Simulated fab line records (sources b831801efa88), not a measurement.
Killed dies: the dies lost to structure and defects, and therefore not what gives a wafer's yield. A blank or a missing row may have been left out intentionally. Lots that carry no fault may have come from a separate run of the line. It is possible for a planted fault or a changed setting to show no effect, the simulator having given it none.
One fault through the eyes of 2 desks -- flow sky130 -- what lay behind the numbers comes last; until then each desk has only its own

THE METROLOGY DESK
What the gauges read, lot by lot, whatever tool the lot ran on: means of the sampled wafers that have a number. Marked OUT: a lot whose mean sits more than 4 standard deviations from the usual mean, which makes it out of limits; the brackets give that distance.
Columns: A = cd-nm at SKY_CONTACT_CD_MEAS_14, usual 170.0 nm; B = CONTACT_W_RS at SKY_CONTACT_RS_MEAS_25, usual 0.337 ohm/sq; C = CONTACT_W_THK at SKY_CONTACT_THK_MEAS_26, usual 343 nm
lot,first seen here,A,B,C
L677,day 31 19:08,171.3,0.339,339
L678,day 32 04:58,170.9,0.333,348
L684,day 34 00:40,168.0,0.334,349
L688,day 35 07:42,167.5,0.561 (+61) OUT,265 (-15) OUT
L689,day 35 15:13,170.8,0.571 (+63) OUT,263 (-16) OUT
L694,day 37 06:29,170.2,0.338,336
L695,day 37 12:41,170.6,0.338,344
L696,day 37 17:29,169.9,0.335,348
L698,day 38 07:13,169.2,0.334,350
L699,day 38 13:29,168.4,0.336,348
L700,day 39 04:30,169.3,0.336,342
This desk finds L688, L689 out of limits, with the earliest case on L688 at day 35 08:45 (CONTACT_W_RS at SKY_CONTACT_RS_MEAS_25). L677, L678, L684, L694, L695, L696, L698, L699, L700 stayed within limits.

AT THE TOOL OWNER'S DESK: cvd-w-01
The tool's own readings at SKY_CONTACT_CVD_24 (deposits W, target thk 340 nm, time 102.12 s): means of the sampled wafers that have a number, for each lot that ran on this tool. Marked OUT: a lot whose mean sits more than 4 standard deviations from the usual mean, which makes it out of limits; the brackets give that distance.
Columns: A = heater-power-w at SKY_CONTACT_CVD_24, usual 820 W
lot,first seen here,A
L677,day 31 20:06,881
L678,day 32 05:55,862
L688,day 35 08:37,846
L689,day 35 16:11,868
L698,day 38 08:10,860
L700,day 39 05:28,872
Finding of this desk: none of the 6 lots has anything out of limits.

ALL TOGETHER
Metrology desk: alarm possible at day 35 08:45 on L688, L689.
The tool owner's desk saw nothing out of limits.
Tool owner's desk: L688, L689 on record, inside its limits.
Every lot named ran SKY_CONTACT_CVD_24 on cvd-w-01.

WHAT THE SIMULATOR HAD PUT IN
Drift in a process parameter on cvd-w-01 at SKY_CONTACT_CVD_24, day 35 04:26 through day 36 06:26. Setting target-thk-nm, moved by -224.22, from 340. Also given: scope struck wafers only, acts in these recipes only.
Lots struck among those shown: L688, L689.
Time in hours between the start of the fault and the first out-of-limits reading at each desk: metrology desk, 4.
